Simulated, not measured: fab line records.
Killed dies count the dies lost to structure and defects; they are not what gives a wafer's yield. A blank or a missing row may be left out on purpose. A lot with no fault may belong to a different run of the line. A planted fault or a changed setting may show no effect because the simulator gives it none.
fab line records | flow sky130
[record] lots = 6 wafers = 18 lastDay = 50
route steps=708 shown VIA1@473 METAL2@483 PAD_OPEN@708
lots that met no fault: from a run of the same line without faults
startH: the number of hours between the record's first day and the start of the first shown wafer of the lot | waitH: time in hours since the lot's previous step | " the same as in the row above | L1.1+2: a single row standing in for several wafers | - no value present, or no start provided | * or withheld: withheld | < > ~ a bound
route shown NAME@n: NAME is a module with steps in the file, n the number in the route of the first one | usual: average and standard deviation across the fault-free wafers | same: alike in all rows | chamber/n: place in a boat | sites: the reading at each site | _std_site: how widely they spread, as a standard deviation | _edge_site: mean of outer sites minus mean of inner sites | radiusMm: how far each site lies from the wafer's centre | mask NAME#n: copy n | behind: the tool/chamber that last shaped the wafer | hold: what put the lot on hold/how long, in hours/how the hold closed | device: whichever transistor did not switch (one of n, p or np) | end of line: tests of these same wafers at the route's end | step lacking rows: just its recipe | killed: at the first sort, the dies lost to defects and structure; wafer yield is something else | map: a wafer's dies, x killed, . not, _ none there
set.NAME: setting as actually run; set.NAME@STEP: the setting as run at that earlier step | model.NAME: the simulator's own value behind a step, which no gauge read
a table for each step, a row for each wafer; lots at some steps of the route
services: when a tool's chamber went out of use (startH, in hours from the record's first day, below 0 if earlier), for how many hours, and the reason
[[steps]]
[step SKY_VIA1_ETCH_15]
[recipe] target = SiO2 chemistry = C4F8/O2/Ar targetDepthNm = 351 stopOn = TiN maskMaterial = KrF-thick sourceW = 1500 biasW = 1200 pressureMtorr = 40 c4f8FlowSccm = withheld O2_flow_sccm = 6 Ar_flow_sccm = 300 timeS = 54
[step SKY_VIA1_STRIP_16]
[recipe] chemistry = O2/N2 powerW = 1400 pressureMtorr = 1500 platenTempC = withheld o2FlowSccm = 3000 n2FlowSccm = 300 overashFraction = 0.5
[usual] chamberPressureMTorr = 1499.8/1.6 drypumpMotorCurrentA = 5.78/0.13 oesProductAu = 0.416/0.0048 stripTimeToEndpointS = 4.461/0.028
// columns lot.wafer tool chamber startH waitH chamberPressureMTorr drypumpMotorCurrentA oesProductAu rfHoursCounterH stripTimeToEndpointS
L881.2 plasmaAsher-02 0 806.39 0.0 1500.4 5.66 0.421 6 4.455
L881.3 " 0 " " 1500.4 5.68 0.419 - 4.473
L881.6 " 0 " " 1503.7 5.67 0.416 - 4.465
L884.1 plasmaAsher-02 0 832.19 0.0 1500.6 5.68 0.418 9 4.474
L884.4 " 0 " " 1499.9 5.70 0.415 - 4.517
L884.6 " 1 " " 1501.2 5.88 0.412 - 4.519
L892.1 plasmaAsher-01 0 895.29 0.0 1500.0 5.65 0.415 43 4.508
L892.4 " 1 " " 1496.8 5.74 0.412 - 4.524
L892.5 " 1 " " 1499.3 5.73 0.416 - 4.487
L895.3 plasmaAsher-01 0 913.13 0.1 1500.4 5.62 0.416 - 4.457
L895.5 " 0 " " 1501.3 5.61 0.423 - 4.464
L895.6 " 1 " " 1500.0 5.71 0.417 - 4.444
L899.4 plasmaAsher-04 1 953.75 0.0 1498.7 5.93 0.417 - 4.444
L899.5 " 1 " " 1500.8 5.92 0.418 - 4.445
L899.6 " 0 " " 1498.8 5.92 0.411 - 4.476
L901.1 plasmaAsher-02 1 959.99 0.0 1499.6 5.92 0.418 21 4.461
L901.4 " 0 " " 1501.9 5.70 0.425 - 4.422
L901.5 " 1 " " 1498.5 5.89 0.419 - 4.446
[step SKY_VIA1_STRIP_17]
[recipe] chemistry = postEtchResidueRemover timeS = 1200 tempC = 72.5
[step SKY_VIA1_CLEAN_18]
[recipe] chemistry = IPA timeS = 180 tempC = 25
[step SKY_VIA1_CLEAN_19]
[recipe] chemistry = O3/DIW dry = n2Spin
[step SKY_VIA1_SPUTTER_20]
[recipe] material = TiN targetThkNm = 20 chamberPressurePa = 5 powerW = 4000 timeS = 80
[step SKY_VIA1_CVD_21]
[recipe] material = W targetThkNm = 270 timeS = 80.902 tempC = 400 pressureTorr = 40
[step SKY_VIA1_RS_MEAS_22]
[recipe] thkMeasGauge = four-point-probe reads = W_of_VIA1_CVD_21+TiN_of_VIA1_SPUTTER_20
[usual] VIA1_W_RS = 0.423/0.0068
// columns lot.wafer tool chamber startH waitH VIA1_W_RS[ohm/sq]
L881.2 filmMetro-03 - 807.16 0.1 0.427
L881.3 " - " " 0.426
L881.6 " - " " 0.415
L884.1 filmMetro-01 - 832.94 0.1 0.418
L884.4 " - " " 0.428
L884.6 " - " " 0.426
L892.1 filmMetro-01 - 896.03 0.1 0.430
L892.4 " - " " 0.426
L892.5 " - " " 0.418
L895.3 filmMetro-03 - 913.88 0.1 0.429
L895.5 " - " " 0.420
L895.6 " - " " 0.431
L899.4 filmMetro-01 - 954.52 0.1 0.424
L899.5 " - " " 0.426
L899.6 " - " " 0.429
L901.1 filmMetro-01 - 960.74 0.1 0.435
L901.4 " - " " 0.417
L901.5 " - " " 0.431
[step SKY_VIA1_THK_MEAS_23]
[recipe] thkMeasGauge = xrf reads = W_of_VIA1_CVD_21
[usual] VIA1_W_THK = 266/4.6
// columns lot.wafer tool chamber startH waitH VIA1_W_THK[nm]
L881.2 filmMetro-03 - 807.27 0.1 267
L881.3 " - " " 265
L881.6 " - " " 273
L884.1 filmMetro-01 - 833.06 0.1 267
L884.4 " - " " 261
L884.6 " - " " 260
L892.1 filmMetro-01 - 896.15 0.1 261
L892.4 " - " " 261
L892.5 " - " " 267
L895.3 filmMetro-03 - 913.98 0.1 262
L895.5 " - " " 266
L895.6 " - " " 263
L899.4 filmMetro-01 - 954.61 0.1 263
L899.5 " - " " 262
L899.6 " - " " 262
L901.1 filmMetro-01 - 960.86 0.1 255
L901.4 " - " " 265
L901.5 " - " " 258
[step SKY_VIA1_CMP_24]
[recipe] stopOn = SiO2 tOverpolishS = 15 downForcePsi = 3.5 platenRpm = 60 targetThkNm = 0 padVelocityMS = 0.94248
[usual] motorCurrentA = 10.9/0.93 overpolishRunS = 15.000/0.0095 platenRpm = 60.00/0.037 timeToEndpointS = 65/3
// columns lot.wafer tool chamber startH waitH motorCurrentA overpolishRunS platenRpm timeToEndpointS
L881.2 cmp-02 2 807.42 0.1 10.6 14.997 60.01 64
L881.3 " 3 " " 11.9 15.014 59.95 62
L881.6 " 0 " " 12.8 15.000 60.09 69
L884.1 cmp-02 2 833.17 0.1 10.7 14.993 59.98 60
L884.4 " 3 " " 11.2 15.009 59.91 62
L884.6 " 1 " " 10.8 14.997 60.02 64
L892.4 cmp-02 1 896.26 0.1 10.4 14.993 59.98 70
L892.1 " 3 " " 11.5 14.986 60.04 63
L892.5 " 1 " " 10.2 15.002 60.02 72
L895.3 cmp-01 0 914.02 0.0 9.9 15.004 60.00 61
L895.5 " 0 " " 10.0 15.017 60.03 66
L895.6 " 1 " " 11.3 15.003 59.95 64
L899.4 cmp-02 1 954.79 0.2 10.3 15.000 59.98 71
L899.5 " 2 " " 10.1 14.981 59.94 63
L899.6 " 3 " " 11.6 14.999 60.07 63
L901.1 cmp-01 0 961.02 0.1 10.0 14.996 60.01 63
L901.4 " 1 " " 11.7 15.002 60.01 66
L901.5 " 2 " " 11.9 15.001 60.00 61
[step SKY_METAL2_SPUTTER_00]
[recipe] material = Ti targetThkNm = 15 powerW = 3000 timeS = 10 chamberPressurePa = 0.4
[usual] throttleValvePct = 29.8/0.65
// columns lot.wafer tool chamber startH waitH throttleValvePct
L881.2 pvdSputter-02 - 807.62 0.1 29.2
L881.3 " - " " 29.2
L881.6 " - " " 29.2
L884.1 pvdSputter-03 - 833.42 0.2 29.7
L884.4 " - " " 29.3
L884.6 " - " " 31.3
L892.1 pvdSputter-02 - 896.51 0.1 29.0
L892.4 " - " " 29.6
L892.5 " - " " 28.9
L895.3 pvdSputter-02 - 914.32 0.2 29.7
L895.5 " - " " 30.4
L895.6 " - " " 29.1
L899.4 pvdSputter-03 - 954.94 0.1 31.1
L899.5 " - " " 31.2
L899.6 " - " " 29.8
L901.1 pvdSputter-01 - 961.22 0.1 29.8
L901.4 " - " " 30.0
L901.5 " - " " 29.8
[step SKY_METAL2_SPUTTER_01]
[recipe] material = TiN targetThkNm = 20 powerW = 6500 timeS = 16.7 chamberPressurePa = 0.4
[usual] throttleValvePct = 29.9/0.65
// columns lot.wafer tool chamber startH waitH throttleValvePct
L881.2 pvdSputter-02 - 807.65 0.0 29.5
L881.3 " - " " 29.0
L881.6 " - " " 29.1
L884.1 pvdSputter-03 - 833.44 0.0 29.6
L884.4 " - " " 29.4
L884.6 " - " " 30.9
L892.1 pvdSputter-02 - 896.54 0.0 29.3
L892.4 " - " " 29.9
L892.5 " - " " 29.1
L895.3 pvdSputter-02 - 914.34 0.0 29.6
L895.5 " - " " 30.5
L895.6 " - " " 29.3
L899.4 pvdSputter-03 - 954.97 0.0 31.4
L899.5 " - " " 30.9
L899.6 " - " " 29.9
L901.1 pvdSputter-01 - 961.25 0.0 30.1
L901.4 " - " " 30.0
L901.5 " - " " 30.0
[step SKY_METAL2_SPUTTER_02]
[recipe] material = AlCu targetThkNm = 250 powerW = 10600 timeS = 13.3 chamberPressurePa = 0.4
[usual] throttleValvePct = 29.9/0.66
// columns lot.wafer tool chamber startH waitH throttleValvePct model.AlCu_of_METAL2_SPUTTER_02.thkNm
L881.2 pvdSputter-02 - 807.67 0.0 29.7 248.9
L881.3 " - " " 29.2 247.9
L881.6 " - " " 29.1 246
L884.1 pvdSputter-03 - 833.47 0.0 29.5 249.2
L884.4 " - " " 29.6 249
L884.6 " - " " 31.2 255.3
L892.1 pvdSputter-02 - 896.56 0.0 28.9 229.8
L892.4 " - " " 29.7 234.1
L892.5 " - " " 29.1 228.4
L895.3 pvdSputter-02 - 914.37 0.0 29.6 235.9
L895.5 " - " " 30.5 236.7
L895.6 " - " " 29.0 232.6
L899.4 pvdSputter-03 - 954.99 0.0 31.1 254.2
L899.5 " - " " 31.3 255.9
L899.6 " - " " 30.0 250
L901.1 pvdSputter-01 - 961.27 0.0 29.8 247.8
L901.4 " - " " 29.7 246.6
L901.5 " - " " 29.9 246.9
[step SKY_METAL2_SPUTTER_03]
[recipe] material = Ti targetThkNm = 5 powerW = 3000 timeS = 3.3 chamberPressurePa = 0.4
[step SKY_METAL2_SPUTTER_04]
[recipe] material = TiN targetThkNm = 70 powerW = 6500 timeS = 58.3 chamberPressurePa = 0.4
[usual] throttleValvePct = 29.9/0.66
// columns lot.wafer tool chamber startH waitH throttleValvePct
L881.2 pvdSputter-02 - 807.72 0.0 29.7
L881.3 " - " " 29.1
L881.6 " - " " 29.1
L884.1 pvdSputter-03 - 833.51 0.0 29.5
L884.4 " - " " 29.5
L884.6 " - " " 31.4
L892.1 pvdSputter-02 - 896.60 0.0 29.2
L892.4 " - " " 29.7
L892.5 " - " " 29.0
L895.3 pvdSputter-02 - 914.41 0.0 29.8
L895.5 " - " " 30.3
L895.6 " - " " 29.1
L899.4 pvdSputter-03 - 955.03 0.0 31.2
L899.5 " - " " 31.2
L899.6 " - " " 30.2
L901.1 pvdSputter-01 - 961.32 0.0 29.8
L901.4 " - " " 29.8
L901.5 " - " " 29.6
[step SKY_METAL2_RS_MEAS_05]
[recipe] thkMeasGauge = four-point-probe reads = TiN_of_METAL2_SPUTTER_04+Ti_of_METAL2_SPUTTER_03+AlCu_of_METAL2_SPUTTER_02+TiN_of_METAL2_SPUTTER_01+Ti_of_METAL2_SPUTTER_00
[usual] METAL2_ALCU_RS = 0.1269/0.0015
// columns lot.wafer tool chamber startH waitH METAL2_ALCU_RS[ohm/sq]
L881.2 filmMetro-03 - 807.78 0.0 0.1273
L881.3 " - " " 0.1275
L881.6 " - " " 0.1287
L884.1 filmMetro-01 - 833.56 0.0 0.1272
L884.4 " - " " 0.1278
L884.6 " - " " 0.1242
L892.1 filmMetro-01 - 896.65 0.0 0.1386
L892.4 " - " " 0.1355
L892.5 " - " " 0.1389
L895.3 filmMetro-04 - 914.50 0.1 0.1344
L895.5 " - " " 0.1339
L895.6 " - " " 0.1365
L899.4 filmMetro-04 - 955.14 0.1 0.1244
L899.5 " - " " 0.1233
L899.6 " - " " 0.1263
L901.1 filmMetro-03 - 961.36 0.0 0.1278
L901.4 " - " " 0.1285
L901.5 " - " " 0.1285
[step SKY_METAL2_THK_MEAS_06]
[recipe] thkMeasGauge = xrf reads = AlCu_of_METAL2_SPUTTER_02
[usual] METAL2_ALCU_THK = 249/3.2
// columns lot.wafer tool chamber startH waitH METAL2_ALCU_THK[nm]
L881.2 filmMetro-03 - 807.89 0.1 248
L881.3 " - " " 248
L881.6 " - " " 246
L884.1 filmMetro-01 - 833.68 0.1 247
L884.4 " - " " 248
L884.6 " - " " 254
L892.1 filmMetro-01 - 896.77 0.1 227
L892.4 " - " " 231
L892.5 " - " " 226
L895.3 filmMetro-04 - 914.60 0.1 235
L895.5 " - " " 236
L895.6 " - " " 233
L899.4 filmMetro-04 - 955.23 0.1 253
L899.5 " - " " 255
L899.6 " - " " 250
L901.1 filmMetro-03 - 961.48 0.1 249
L901.4 " - " " 248
L901.5 " - " " 248
[step SKY_METAL2_DEHYDRATE_07]
[recipe] tempC = 200 timeS = 60
[step SKY_PAD_OPEN_PROBE_99]
[usual] defectLimitedYield = 82.5/2.1 killed_at_M0_to_M3 = 43/7.7 killed_at_M4_up = 2.9/1.9 killedAtContacts = 24/5.9 killedAtFrontEnd = 16/5.1 killedAtOther = 0.3/0.63 killedDies = 86/10 killedOpen = 47/7.6 killedShort = 39/6.8 sort_bin_3_pad_short = 0.8/0.44 sort_bin_5_function = 10.4/1.6 sort_bin_6_memory = 6.3/1.1 sortNPass = 406/10 sortYieldPct = 82.5/2.1
[same] grossDies = 492 killedAtBackSide = 0 sort_bin_4_leakage[%] = 0 sort_bin_8_speed[%] = 0
// columns lot.wafer tool chamber startH waitH defectLimitedYield[%] killed_at_M0_to_M3 killed_at_M4_up killedAtContacts killedAtFrontEnd killedAtOther killedDies killedOpen killedShort sort_bin_3_pad_short[%] sort_bin_5_function[%] sort_bin_6_memory[%] sortNPass sortYieldPct[%] model.etest.met2.lineOhmUm model.etest.met2.rsOhmSq
L881.2 prober-02 - 1085.17 0.1 82.1 45 1 29 13 0 88 34 54 1.0 11.0 5.9 404 82.1 0.9262 0.1294
L881.3 prober-02 - 1085.22 0.2 85.6 36 4 12 19 0 71 29 42 0.2 8.5 5.7 421 85.6 0.8812 0.1307
L881.6 prober-02 - 1085.37 0.2 86.4 30 1 25 11 0 67 45 22 0.4 6.7 6.5 425 86.4 0.9342 0.1304
L884.1 prober-01 - 1103.80 0.1 79.7 43 10 22 24 1 100 57 42 0.8 12.4 7.1 392 79.7 0.8958 0.1285
L884.4 prober-01 - 1103.95 0.2 81.3 45 3 25 19 0 92 50 42 1.0 11.2 6.5 400 81.3 0.8929 0.1288
L884.6 prober-01 - 1104.05 0.2 79.3 55 2 30 15 0 102 50 52 1.4 11.6 7.7 390 79.3 0.8608 0.1249
L892.1 prober-01 - 1155.04 0.1 85.2 34 3 23 13 0 73 29 44 0.6 9.1 5.1 419 85.2 0.9406 0.1387
L892.4 prober-01 - 1155.19 0.2 83.7 37 0 22 21 0 80 40 40 0.8 9.3 6.1 412 83.7 0.9925 0.1369
L892.5 prober-01 - 1155.24 0.2 82.5 43 3 29 11 0 86 52 34 0.4 11.6 5.5 406 82.5 1.012 0.1406
L895.3 prober-02 - 1164.77 0.2 81.1 47 0 26 20 0 93 45 48 0.4 12.0 6.5 399 81.1 0.9386 0.1343
L895.5 prober-02 - 1164.87 0.2 84.3 35 4 24 14 0 77 38 38 0.2 8.7 6.7 415 84.3 0.9878 0.1355
L895.6 prober-02 - 1164.92 0.2 80.3 44 5 27 21 0 97 56 40 1.0 10.8 7.9 395 80.3 0.999 0.1388
L899.4 prober-02 - 1194.45 0.2 83.3 39 6 19 18 0 82 38 44 1.2 9.6 5.9 410 83.3 0.8855 0.1265
L899.5 prober-02 - 1194.50 0.2 83.3 34 3 24 21 0 82 45 37 0.4 10.6 5.7 410 83.3 0.9464 0.1244
L899.6 prober-02 - 1194.55 0.2 86.0 37 1 19 12 0 69 41 28 0.6 8.3 5.1 423 86.0 0.9173 0.1281
L901.1 prober-01 - 1198.57 0.1 82.3 37 1 30 18 1 87 42 43 1.2 10.4 6.1 405 82.3 0.9116 0.1298
L901.4 prober-01 - 1198.72 0.2 81.1 39 6 27 21 0 93 44 48 1.2 12.2 5.5 399 81.1 0.9144 0.1293
L901.5 prober-01 - 1198.77 0.2 82.9 46 3 25 10 0 84 52 31 0.4 8.9 7.7 408 82.9 0.9238 0.1301
// killed by level:class
L881.2 METAL1:geometricParticle:short=11 CONTACT:geometricParticle:open=10 LOCAL_INTERCONNECT:geometricParticle:short=7 VIA1:geometricParticle:short=7 VIA3:geometricParticle:short=7 LI_CONTACT:geometricParticle:open=5 VIA1:geometricParticle:open=4 VIA2:geometricParticle:open=4
L881.3 VIA1:geometricParticle:open=6 METAL2:geometricParticle:short=6 VIA3:geometricParticle:open=6 CONTACT:geometricParticle:short=5 METAL3:geometricParticle:short=5 FIELD_ISO:geometricParticle:short=4 POLY_GATE:geometricParticle:short=4 POLY_GATE:geometricParticle:open=4
L881.6 VIA1:geometricParticle:open=12 CONTACT:geometricParticle:open=10 LI_CONTACT:geometricParticle:open=7 VIA2:geometricParticle:open=5 LI_CONTACT:geometricParticle:short=4 VIA1:geometricParticle:short=4 POLY_GATE:geometricParticle:open=3 POLY_GATE:geometricParticle:short=3
L884.1 CONTACT:geometricParticle:open=12 VIA1:geometricParticle:open=10 METAL2:geometricParticle:short=10 LI_CONTACT:geometricParticle:open=7 FIELD_ISO:geometricParticle:open=6 VIA1:geometricParticle:short=6 METAL4:geometricParticle:short=6 VIA2:geometricParticle:open=5
L884.4 VIA1:geometricParticle:open=13 CONTACT:geometricParticle:open=10 METAL1:geometricParticle:short=6 VIA2:geometricParticle:open=6 LI_CONTACT:geometricParticle:open=5 FIELD_ISO:geometricParticle:short=4 SPACER:geometricParticle:open=4 LI_CONTACT:geometricParticle:short=4
L884.6 LI_CONTACT:geometricParticle:open=12 VIA3:geometricParticle:open=10 CONTACT:geometricParticle:open=9 POLY_GATE:geometricParticle:short=8 METAL1:geometricParticle:short=8 METAL2:geometricParticle:short=8 VIA2:geometricParticle:open=8 VIA2:geometricParticle:short=8
L892.1 LOCAL_INTERCONNECT:geometricParticle:short=7 VIA1:geometricParticle:open=7 METAL1:geometricParticle:short=6 LI_CONTACT:geometricParticle:open=5 CONTACT:geometricParticle:short=5 CONTACT:geometricParticle:open=4 VIA3:geometricParticle:short=4 VIA1:geometricParticle:short=4
L892.4 FIELD_ISO:geometricParticle:short=10 VIA3:geometricParticle:open=9 LI_CONTACT:geometricParticle:open=7 VIA1:geometricParticle:open=7 LOCAL_INTERCONNECT:geometricParticle:short=6 CONTACT:geometricParticle:open=6 VIA2:geometricParticle:open=5 POLY_GATE:geometricParticle:short=3
L892.5 LI_CONTACT:geometricParticle:open=9 VIA1:geometricParticle:open=8 CONTACT:geometricParticle:open=8 VIA3:geometricParticle:open=8 VIA2:geometricParticle:open=6 METAL1:geometricParticle:short=5 FIELD_ISO:geometricParticle:open=4 LOCAL_INTERCONNECT:geometricParticle:open=4
L895.3 VIA1:geometricParticle:open=11 LI_CONTACT:geometricParticle:open=9 CONTACT:geometricParticle:open=6 METAL2:geometricParticle:short=6 VIA2:geometricParticle:open=6 FIELD_ISO:geometricParticle:short=5 FIELD_ISO:geometricParticle:open=5 VIA1:geometricParticle:short=5
L895.5 VIA1:geometricParticle:open=11 CONTACT:geometricParticle:open=8 METAL2:geometricParticle:short=6 LI_CONTACT:geometricParticle:open=5 VIA2:geometricParticle:open=5 FIELD_ISO:geometricParticle:short=4 LI_CONTACT:geometricParticle:short=4 CONTACT:geometricParticle:short=4
L895.6 VIA1:geometricParticle:open=18 CONTACT:geometricParticle:open=9 FIELD_ISO:geometricParticle:short=7 VIA3:geometricParticle:open=7 VIA2:geometricParticle:open=6 CONTACT:geometricParticle:short=5 POLY_GATE:geometricParticle:open=5 LI_CONTACT:geometricParticle:open=5
L899.4 VIA1:geometricParticle:open=10 METAL2:geometricParticle:short=7 FIELD_ISO:geometricParticle:short=6 VIA3:geometricParticle:open=5 CONTACT:geometricParticle:open=5 METAL4:geometricParticle:short=5 FIELD_ISO:geometricParticle:open=4 POLY_GATE:geometricParticle:short=4
L899.5 CONTACT:geometricParticle:open=6 LOCAL_INTERCONNECT:geometricParticle:short=6 METAL2:geometricParticle:short=6 VIA2:geometricParticle:open=6 FIELD_ISO:geometricParticle:open=5 VIA1:geometricParticle:open=5 FIELD_ISO:geometricParticle:short=4 LI_CONTACT:geometricParticle:open=4
L899.6 CONTACT:geometricParticle:open=8 VIA2:geometricParticle:open=8 VIA1:geometricParticle:open=6 LI_CONTACT:geometricParticle:open=4 METAL2:geometricParticle:short=4 VIA3:geometricParticle:open=4 SPACER:geometricParticle:short=3 LOCAL_INTERCONNECT:geometricParticle:short=3
L901.1 VIA1:geometricParticle:open=11 LI_CONTACT:geometricParticle:open=8 CONTACT:geometricParticle:short=6 LI_CONTACT:geometricParticle:short=6 LOCAL_INTERCONNECT:geometricParticle:short=5 CONTACT:geometricParticle:open=5 METAL1:geometricParticle:short=5 FIELD_ISO:geometricParticle:open=4
L901.4 VIA1:geometricParticle:open=10 CONTACT:geometricParticle:open=10 VIA1:geometricParticle:short=8 FIELD_ISO:geometricParticle:open=6 METAL2:geometricParticle:short=6 LI_CONTACT:geometricParticle:open=5 CONTACT:geometricParticle:short=5 FIELD_ISO:geometricParticle:short=4
L901.5 CONTACT:geometricParticle:open=13 VIA1:geometricParticle:open=11 LI_CONTACT:geometricParticle:open=7 METAL1:geometricParticle:short=6 VIA3:geometricParticle:open=6 POLY_GATE:geometricParticle:open=5 VIA2:geometricParticle:open=5 VIA2:geometricParticle:short=4
[[services]]
// columns tool chamber startH hours kind
plasmaAsher-01 - 797.23 1.4 repair
cmp-02 - 844.24 2.1 repair
cmp-02 - 847.73 1.6 repair
pvdSputter-02 0 854.98 - consumableReplace:kit
pvdSputter-02 0 854.98 18.0 scheduledDown
cmp-01 - 858.16 1.7 repair
cmp-01 - 865.34 2.3 pm
plasmaAsher-01 - 868.92 4.0 repair
pvdSputter-01 - 871.75 0.5 repair
plasmaAsher-01 - 873.64 1.2 repair
plasmaAsher-02 - 882.94 11.7 repair
pvdSputter-03 - 887.45 2.3 repair
plasmaAsher-02 - 892.36 1.6 repair
cmp-02 - 893.34 0.5 repair
cmp-02 - 900.93 1.7 repair
plasmaAsher-01 - 901.61 2.8 pm
pvdSputter-02 - 904.63 8.7 repair
plasmaAsher-04 - 908.12 2.8 pm
cmp-02 - 912.00 4.0 pm
cmp-02 - 916.00 7.4 pm
pvdSputter-01 - 916.74 1.0 repair
cmp-01 - 927.79 3.9 repair
cmp-01 - 930.71 2.6 repair
plasmaAsher-01 - 959.48 1.9 repair
[[key]]
[firstSign] step = SKY_METAL2_RS_MEAS_05 reading = METAL2_ALCU_RS direction = up sigmas = 6.4 usual = 0.1269 struck = 0.1363
[effect] step = SKY_METAL2_THK_MEAS_06 reading = METAL2_ALCU_THK direction = down sigmas = 5.5 usual = 249 struck = 231
[modelEffect] step = SKY_METAL2_SPUTTER_02 value = AlCu_of_METAL2_SPUTTER_02.thkNm without = 248.8 struck = 232.9
[modelEffect] step = SKY_PAD_OPEN_PROBE_99 value = etest.met2.lineOhmUm without = 0.914 struck = 0.9785
metAt SKY_METAL2_SPUTTER_02
struckWafers L892.1,L892.4,L892.5,L895.3,L895.5,L895.6
onsetBetween 807.67 896.56
alsoFits SKY_VIA1_STRIP_16:plasmaAsher-01,SKY_METAL2_SPUTTER_00:pvdSputter-02,SKY_METAL2_SPUTTER_01:pvdSputter-02,SKY_METAL2_SPUTTER_04:pvdSputter-02
[fault] kind = processParameterDrift tool = pvdSputter-02 chamber = - onsetH = 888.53 steps = SKY_METAL2_SPUTTER_02 channel = timeS offset = * shape = step endH = 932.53 actsIn = * stated = *
